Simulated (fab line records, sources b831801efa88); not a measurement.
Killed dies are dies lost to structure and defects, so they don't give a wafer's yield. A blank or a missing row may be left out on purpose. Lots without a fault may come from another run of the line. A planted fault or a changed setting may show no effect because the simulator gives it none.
Problem report in the 8D (eight disciplines) form, filled by code | flow gf180mcu | the parts of the form that need people (team, actions taken, sign-off) are left out

1. THE PROBLEM
PASSIVATION_CVD_00_THK at GF_PASSIVATION_THK_MEAS_01 reads a mean of 356 nm on 3 wafers of 2 lots; wafers without a fault read 1000 nm with a standard deviation of 13. That is -50 standard deviations from the usual mean.
First seen on wafer L660.5, day 33 20:42, on film_metro-01. The record holds 36 wafers of 12 lots with a number at this step. Rule for "out", or "out of limits": more than 4 standard deviations from the usual mean. The other wafers with a number count as sound.

2. WHAT IT IS AND WHAT IT IS NOT
question                    | is                           | is not
which readings at this step | PASSIVATION_CVD_00_THK       | -
which lots                  | L660, L661                   | L641, L642, L644, L647, L648, L649, L650, L651, L652, L664
which wafers of those lots  | L660.5, L661.1, L661.5       | L660.2, L660.3, L661.3
read on which gauges        | film_metro-01, film_metro-02 | film_metro-03
when                        | from day 33 20:42            | up to then (29 sound wafers); but 4 sound wafers of L661, L664 came after

3. SUSPECTS, AND WHAT RULES EACH OUT
Counting: a tool at a process step up to the reading stays a suspect if it ran every lot that is out. Sound lots after the first of them don't rule it out here, since some wafers of a struck lot are sound.
- the gauge at GF_PASSIVATION_THK_MEAS_01: ruled out. The wafers that are out were read on 2 gauges (film_metro-01, film_metro-02).
- cvd_w-01 at GF_V5_CVD_23 (deposits W, target thk 350 nm, time 104.9 s): kept. It ran every lot that is out, first L660 (day 33 03:14); its last sound lot up to then is L650 (day 30 13:49).
- pecvd-03 at GF_PASSIVATION_CVD_00 (deposits SiO2 from TEOS, target thk 1000 nm, time 111.95 s): kept. It ran every lot that is out, first L660 (day 33 20:35); its last sound lot up to then is L652 (day 32 00:09).
Left after counting: cvd_w-01 at GF_V5_CVD_23, pecvd-03 at GF_PASSIVATION_CVD_00.

4. THE CAUSE (what the simulator had put in)
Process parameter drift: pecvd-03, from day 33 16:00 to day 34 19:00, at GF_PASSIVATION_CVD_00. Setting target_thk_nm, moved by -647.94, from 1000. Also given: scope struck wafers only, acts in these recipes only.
Counting left 2 suspects, and this tool is among them.

5. THE CHAIN OF EFFECTS, in route order
Each row: a reading whose mean over the struck wafers that have a number lies more than 3 standard deviations from the usual. Only readings for which the record gives a usual standard deviation are gone through. hours: the time from each lot's start at the first step in this table that gives one to its start at this step, as a median over the lots. sigmas: the change in usual standard deviations.
hours | step                       | reading                | usual   | on struck wafers | change | sigmas
0     | GF_PASSIVATION_THK_MEAS_01 | PASSIVATION_CVD_00_THK | 1000 nm | 356              | -644   | -50

6. WHAT WOULD HAVE CAUGHT IT SOONER
In this record the first reading out of limits at a measuring or inspecting step was taken at day 33 20:42, 5 hours after the fault began at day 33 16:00.
Of the tool readings at GF_PASSIVATION_CVD_00 for which the record gives a usual standard deviation, none was out on any struck wafer, so an alarm limit of 4 standard deviations on them would not have fired.
Of the lots that are out (2), L661 began GF_PASSIVATION_CVD_00 on pecvd-03 after day 33 20:42. A hold on the tool at that time would have spared it.
